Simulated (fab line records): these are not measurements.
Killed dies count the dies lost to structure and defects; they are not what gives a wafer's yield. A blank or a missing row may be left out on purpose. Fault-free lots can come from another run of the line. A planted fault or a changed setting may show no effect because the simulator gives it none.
Which tool was responsible? :: flow gf180mcu :: 11 lots, 33 wafers sampled, at 4 steps of a route of 602

WHAT EACH GAUGE READ, for each wafer
GF_V2_THK_MEAS_01.
lot: L208
measured: day 19 05:22
on: film_metro-01
V2_CVD_00_THK (nm): 587 595 590

lot: L210
measured: day 20 13:22
on: film_metro-04
V2_CVD_00_THK (nm): 593 614 594

lot: L211
measured: day 20 16:22
on: film_metro-04
V2_CVD_00_THK (nm): 594 610 602

lot: L212
measured: day 21 01:11
on: film_metro-02
V2_CVD_00_THK (nm): 592 599 613

lot: L219
measured: day 23 08:10
on: film_metro-01
V2_CVD_00_THK (nm): 582 591 587

lot: L218
measured: day 23 09:43
on: film_metro-04
V2_CVD_00_THK (nm): 595 591 595

lot: L227
measured: day 26 12:16
on: film_metro-04
V2_CVD_00_THK (nm): 603 596 596

lot: L228
measured: day 26 15:05
on: film_metro-02
V2_CVD_00_THK (nm): 596 594 589

lot: L229
measured: day 26 16:17
on: film_metro-01
V2_CVD_00_THK (nm): 592 595 604

lot: L230
measured: day 27 06:25
on: film_metro-01
V2_CVD_00_THK (nm): 598 607 604

lot: L231
measured: day 27 14:46
on: film_metro-01
V2_CVD_00_THK (nm): 596 599 599

GF_V2_CD_MEAS_14 targets a cd of 260 nm.
lot: L208
measured: day 20 06:34
on: cd_sem-01
cd_nm (nm): 260.6 261.4 262.4

lot: L210
measured: day 21 13:54
on: cd_sem-01
cd_nm (nm): 260.7 259.6 260.7

lot: L211
measured: day 21 16:13
on: cd_sem-02
cd_nm (nm): 256.2 257.0 257.6

lot: L212
measured: day 22 02:11
on: cd_sem-01
cd_nm (nm): 259.0 259.2 257.0

lot: L219
measured: day 24 06:52
on: cd_sem-02
cd_nm (nm): 269.9 268.9 270.2

lot: L218
measured: day 24 08:49
on: cd_sem-02
cd_nm (nm): 268.3 267.1 269.0

lot: L227
measured: day 27 09:34
on: cd_sem-02
cd_nm (nm): 258.1 258.5 258.6

lot: L228
measured: day 27 12:01
on: cd_sem-01
cd_nm (nm): 257.4 258.4 258.8

lot: L229
measured: day 27 13:23
on: cd_sem-02
cd_nm (nm): 259.8 261.2 261.2

lot: L230
measured: day 28 03:13
on: cd_sem-01
cd_nm (nm): 259.4 259.4 259.1

lot: L231
measured: day 28 11:26
on: cd_sem-01
cd_nm (nm): 259.0 259.2 259.4

WHAT TOOL EACH LOT RAN ON (gives the tool, then ch and the chambers of the sampled wafers, and finally the start)
lot: L208
GF_M1_STRIP_17: plasma_asher-03 ch 0,1, day 17 01:35
GF_V2_COAT_09: litho_track-01 ch 0, day 19 18:00

lot: L210
GF_M1_STRIP_17: plasma_asher-02 ch 0, day 18 09:15
GF_V2_COAT_09: litho_track-02 ch 0, day 21 01:00

lot: L211
GF_M1_STRIP_17: plasma_asher-01 ch 0,1, day 18 11:49
GF_V2_COAT_09: litho_track-01 ch 0, day 21 04:00

lot: L212
GF_M1_STRIP_17: plasma_asher-03 ch 0,1, day 18 19:59
GF_V2_COAT_09: litho_track-02 ch 0, day 21 13:00

lot: L219
GF_M1_STRIP_17: plasma_asher-01 ch 0,1, day 21 05:44
GF_V2_COAT_09: litho_track-01 ch 0, day 23 19:00

lot: L218
GF_M1_STRIP_17: plasma_asher-03 ch 0,1, day 21 07:20
GF_V2_COAT_09: litho_track-01 ch 0, day 23 21:00

lot: L227
GF_M1_STRIP_17: plasma_asher-02 ch 0,1, day 24 13:50
GF_V2_COAT_09: litho_track-01 ch 0, day 26 22:00

lot: L228
GF_M1_STRIP_17: plasma_asher-01 ch 0,1, day 24 15:17
GF_V2_COAT_09: litho_track-01 ch 0, day 27 01:00

lot: L229
GF_M1_STRIP_17: plasma_asher-03 ch 0,1, day 24 18:17
GF_V2_COAT_09: litho_track-02 ch 0, day 27 02:00

lot: L230
GF_M1_STRIP_17: plasma_asher-01 ch 0,1, day 25 08:02
GF_V2_COAT_09: litho_track-02 ch 0, day 27 16:00

lot: L231
GF_M1_STRIP_17: plasma_asher-01 ch 0,1, day 25 17:32
GF_V2_COAT_09: litho_track-01 ch 0, day 28 01:00
- GF_M1_STRIP_17: strips in O2/N2.
- GF_V2_COAT_09: resist thk 1000 nm.

WHAT THE TOOLS THEMSELVES READ (means of the sampled wafers that have a number; where no wafer has one, the mark that the record gives instead)
GF_M1_STRIP_17.
lot: L208
tool: plasma_asher-03
drypump_motor_current_A (A): 6.1
heater_power_w (W): 326
oes_product_au (a.u.): 0.558
strip_time_to_endpoint_s (s): 7.89

lot: L210
tool: plasma_asher-02
drypump_motor_current_A (A): 5.4
heater_power_w (W): 317
oes_product_au (a.u.): 0.559
strip_time_to_endpoint_s (s): 7.83

lot: L211
tool: plasma_asher-01
drypump_motor_current_A (A): 5.6
heater_power_w (W): 348
oes_product_au (a.u.): 0.554
strip_time_to_endpoint_s (s): 7.81

lot: L212
tool: plasma_asher-03
drypump_motor_current_A (A): 5.9
heater_power_w (W): 318
oes_product_au (a.u.): 0.556
strip_time_to_endpoint_s (s): 7.89

lot: L219
tool: plasma_asher-01
drypump_motor_current_A (A): 5.4
heater_power_w (W): 370
oes_product_au (a.u.): 0.559
strip_time_to_endpoint_s (s): 7.92

lot: L218
tool: plasma_asher-03
drypump_motor_current_A (A): 5.9
heater_power_w (W): 320
oes_product_au (a.u.): 0.554
strip_time_to_endpoint_s (s): 7.86

lot: L227
tool: plasma_asher-02
drypump_motor_current_A (A): 5.3
heater_power_w (W): 304
oes_product_au (a.u.): 0.559
strip_time_to_endpoint_s (s): 7.88

lot: L228
tool: plasma_asher-01
drypump_motor_current_A (A): 5.6
heater_power_w (W): 375
oes_product_au (a.u.): 0.554
strip_time_to_endpoint_s (s): 7.89

lot: L229
tool: plasma_asher-03
drypump_motor_current_A (A): 6.2
heater_power_w (W): 321
oes_product_au (a.u.): 0.558
strip_time_to_endpoint_s (s): 7.87

lot: L230
tool: plasma_asher-01
drypump_motor_current_A (A): 5.4
heater_power_w (W): 363
oes_product_au (a.u.): 0.559
strip_time_to_endpoint_s (s): 7.89

lot: L231
tool: plasma_asher-01
drypump_motor_current_A (A): 5.5
heater_power_w (W): 373
oes_product_au (a.u.): 0.554
strip_time_to_endpoint_s (s): 7.92

GF_V2_COAT_09.
lot: L208
tool: litho_track-01
chill_plate_temp_C (C): 23.03

lot: L210
tool: litho_track-02
chill_plate_temp_C (C): 23.07

lot: L211
tool: litho_track-01
chill_plate_temp_C (C): 23.02

lot: L212
tool: litho_track-02
chill_plate_temp_C (C): 22.94

lot: L219
tool: litho_track-01
chill_plate_temp_C (C): 23.07

lot: L218
tool: litho_track-01
chill_plate_temp_C (C): 23.17

lot: L227
tool: litho_track-01
chill_plate_temp_C (C): 23.12

lot: L228
tool: litho_track-01
chill_plate_temp_C (C): 22.81

lot: L229
tool: litho_track-02
chill_plate_temp_C (C): 23.13

lot: L230
tool: litho_track-02
chill_plate_temp_C (C): 22.90

lot: L231
tool: litho_track-01
chill_plate_temp_C (C): 23.08

THE ANSWER, worked out from the rows above alone
Rule: usual is defined by the lots themselves. The widest of any qualifying gaps counts: lots, ordered by their means at a reading, are off when they make up no more than a third of the lots, leave a main group of 4 or more, and stand apart from it by 3 or more times the standard deviation of that group's means. The tables above print the reading to a certain number of digits; a main group whose means all agree to those digits is not used. A lot without any number at a reading at which 4 lots or more have one is off too. All remaining lots with rows at the step are treated as sound. After the gauges, taken in route order, come the tools' own readings; for these a lot's mean is taken, as printed above. At the first step where some lot is off, the reading lying furthest off is the one used; lots without a number count as furthest.
Off: L219, L218, at GF_V2_CD_MEAS_14 (cd_nm). For the main group the mean is 259.2 nm and the standard deviation 1.3.
If a tool, at a process step before that reading, ran all the lots that are off and no sound lot after the first of them, it fits. Those tools and the gauges at GF_V2_CD_MEAS_14 are tried in the same way. Not one of the candidates tried fits.

WHAT THE SIMULATOR HAD INSERTED
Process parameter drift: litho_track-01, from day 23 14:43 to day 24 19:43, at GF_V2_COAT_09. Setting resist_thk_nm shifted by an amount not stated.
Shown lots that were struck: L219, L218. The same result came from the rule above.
